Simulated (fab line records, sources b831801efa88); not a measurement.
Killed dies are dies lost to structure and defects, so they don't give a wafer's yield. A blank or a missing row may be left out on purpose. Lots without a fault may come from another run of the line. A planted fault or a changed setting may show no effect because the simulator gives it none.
Problem report in the 8D (eight disciplines) form, filled by code | flow gf180mcu | the parts of the form that need people (team, actions taken, sign-off) are left out

1. THE PROBLEM
LVPWELL_RS at GF_VT_IMPLANT_RS_MEAS_48 reads a mean of 1158 ohm/sq on 6 wafers of 2 lots; wafers without a fault read 1197 ohm/sq with a standard deviation of 3.2. That is -12 standard deviations from the usual mean.
The step: measures by four-point-probe.
First seen on wafer L345.1, day 9 14:54, on film_metro-02. The record holds 33 wafers of 11 lots with a number at this step. Rule for "out", or "out of limits": more than 4 standard deviations from the usual mean. The other wafers with a number count as sound.

2. WHAT IT IS AND WHAT IT IS NOT
question                    | is                           | is not
which readings at this step | LVPWELL_RS                   | -
which lots                  | L345, L346                   | L339, L340, L342, L352, L356, L357, L359, L360, L361
which wafers of those lots  | all that have a number       | -
read on which gauges        | film_metro-02, film_metro-04 | film_metro-03
when                        | from day 9 14:54             | up to then (9 sound wafers); but 18 sound wafers of L352, L356, L357, L359, L360, L361 came after

3. SUSPECTS, AND WHAT RULES EACH OUT
Counting: a tool at a process step up to the reading stays a suspect if it ran every lot that is out and no sound lot after the first of them.
- the gauge at GF_VT_IMPLANT_RS_MEAS_48: ruled out. The wafers that are out were read on 2 gauges (film_metro-02, film_metro-04).
- implanter-02 at GF_LVPWELL_IMPLANT_09: ruled out as a lasting fault. Sound lots L359, L361 ran on it after its first lot that is out, L345 (day 5 14:26).
Left after counting: nothing in the record.

4. THE CAUSE (what the simulator had put in)
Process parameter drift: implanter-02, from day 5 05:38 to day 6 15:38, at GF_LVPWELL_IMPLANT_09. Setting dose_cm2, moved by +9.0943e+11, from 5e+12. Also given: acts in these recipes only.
Counting ruled it out, wrongly: the rule takes a fault to strike every lot that its tool runs from its start on, and this one did not.

5. THE CHAIN OF EFFECTS, in route order
Each row: a reading whose mean over the struck wafers that have a number lies more than 3 standard deviations from the usual. Only readings for which the record gives a usual standard deviation are gone through. hours: the time from each lot's start at the first step in this table that gives one to its start at this step, as a median over the lots. sigmas: the change in usual standard deviations.
hours | step                     | reading            | usual       | on struck wafers | change | sigmas
0     | GF_LVPWELL_IMPLANT_09    | dose_ions_cm2      | 5e+12       | 6e+12            | +9e+11 | +99 or more
0     | GF_LVPWELL_IMPLANT_09    | faraday_current_uA | 28.2        | 33.6             | +5.4   | +8.9
97    | GF_VT_IMPLANT_RS_MEAS_48 | LVPWELL_RS         | 1197 ohm/sq | 1158             | -38    | -12
The process steps in it:
- GF_LVPWELL_IMPLANT_09
Later measuring or inspecting steps at which every struck wafer that the step has a row for has a number for every such reading, and none has moved that far: GF_VT_IMPLANT_RS_MEAS_49, GF_V1_THK_MEAS_25.

6. WHAT WOULD HAVE CAUGHT IT SOONER
In this record the first reading out of limits at a measuring or inspecting step was taken at day 9 14:54, 105 hours after the fault began at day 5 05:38.
The tool's own readings at GF_LVPWELL_IMPLANT_09 were out on every struck wafer that the step has a row for (dose_ions_cm2, faraday_current_uA): an alarm limit on them would have fired on the first of those.
